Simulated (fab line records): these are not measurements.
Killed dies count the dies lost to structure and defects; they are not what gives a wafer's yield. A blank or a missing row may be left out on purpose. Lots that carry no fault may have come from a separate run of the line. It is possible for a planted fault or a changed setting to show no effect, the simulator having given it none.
8D (eight disciplines) problem report, filled in by code ; flow sky130 ; the parts of the form that need people (team, actions taken, sign-off) are left out

1. WHAT IS WRONG
VIA4_HDPCVD_THK at SKY_VIA4_THK_MEAS_01 reads a mean of 1296 nm on 2 wafers of 1 lot; wafers without a fault read 1757 nm with a standard deviation of 18. Measured from the usual mean, that is -26 standard deviations.
First observed at day 44 01:08: wafer L978.2, on filmMetro-04. At this step, 36 wafers from 12 lots have a number in the record. By rule, "out" or "out of limits" means more than 4 standard deviations away from the usual mean. The rest of the wafers with a number are treated as sound.

2. WHAT IT IS, WHAT IT ISN'T
question;is;is not
which readings at this step;VIA4_HDPCVD_THK;-
which lots;L978;L970, L971, L972, L973, L975, L976, L977, L990, L991, L992, L993
which wafers of those lots;L978.2, L978.4;L978.1
read on which gauges;filmMetro-04;filmMetro-01, filmMetro-02
when;from day 44 01:08;"up to then (22 sound wafers); but 12 sound wafers of L990, L991, L992, L993 came after"

3. WHAT RULES OUT EACH SUSPECT
Counting: a tool at a process step up to the reading stays a suspect if it ran every lot that is out. Sound lots after the first of them don't rule it out here, since some wafers of a struck lot are sound.
- the gauge at SKY_VIA4_THK_MEAS_01: ruled out. All the wafers that are out were read on filmMetro-04, but those of them that SKY_VIA4_HDPCVD_00 has rows for are out there too, on other tools.
- cmp-01 at SKY_VIA3_CMP_24 (polishes, stops on SiO2, t overpolish 20 s, target thk 0 nm): kept. It ran the lot that is out, L978 (day 42 02:07); its last sound lot up to then is L976 (day 41 04:36).
- pvdSputter-03 at SKY_METAL4_SPUTTER_04 (material TiN, target thk 70 nm, time 58.3 s): kept. It ran the lot that is out, L978 (day 42 02:31); its last sound lot up to then is L976 (day 41 04:54).
- hdpcvd-01 at SKY_VIA4_HDPCVD_00 (deposits SiO2, target thk 1750 nm, time 291.7 s): kept. It ran the lot that is out, L978 (day 44 00:58); its last sound lot up to then is L976 (day 43 06:00). Its own runLengthS readings are out on those wafers.
- Within cmp-01 at SKY_VIA3_CMP_24: the wafers that are out ran in chambers 1, 3; their sound lot-mates ran in chamber 2.
After the count, these remain: cmp-01 at SKY_VIA3_CMP_24, pvdSputter-03 at SKY_METAL4_SPUTTER_04 and hdpcvd-01 at SKY_VIA4_HDPCVD_00.

4. THE CAUSE (what the simulator had put in)
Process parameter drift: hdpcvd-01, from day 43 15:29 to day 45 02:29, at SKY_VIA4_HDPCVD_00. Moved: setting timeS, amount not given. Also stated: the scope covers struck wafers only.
Of the 3 suspects that counting leaves, this tool is one.

5. THE EFFECT CHAIN, in route order
Each row: a reading where the mean over the struck wafers with a number is more than 3 standard deviations away from the usual. Readings are gone through only where the record gives a usual standard deviation; hours: the median, over the lots, of the time from a lot's start at the first step in this table giving one to that lot's start at this step; sigmas: the change measured in usual standard deviations.
hours;step;reading;usual;on struck wafers;change;sigmas
0;SKY_VIA4_HDPCVD_00;runLengthS;319.8 s;242.1;-77.8;-99 or more
0;SKY_VIA4_THK_MEAS_01;VIA4_HDPCVD_THK;1757 nm;1296;-461;-26
It contains these process steps:
- SKY_VIA4_HDPCVD_00: deposits SiO2, target thk 1750 nm, time 291.7 s.

6. WHAT WOULD HAVE CAUGHT IT SOONER
The first out-of-limits reading at a measuring or inspecting step in this record came at day 44 01:08, 10 hours after the fault's start at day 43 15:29.
Tool's own readings at SKY_VIA4_HDPCVD_00, runLengthS: out on all struck wafers the step has rows for; an alarm limit on them would have tripped on the first.
By day 44 01:08 the whole set of lots that are out, 1 in number, had already begun SKY_VIA4_HDPCVD_00 on hdpcvd-01. None of them would have been spared by holding the tool at that moment.
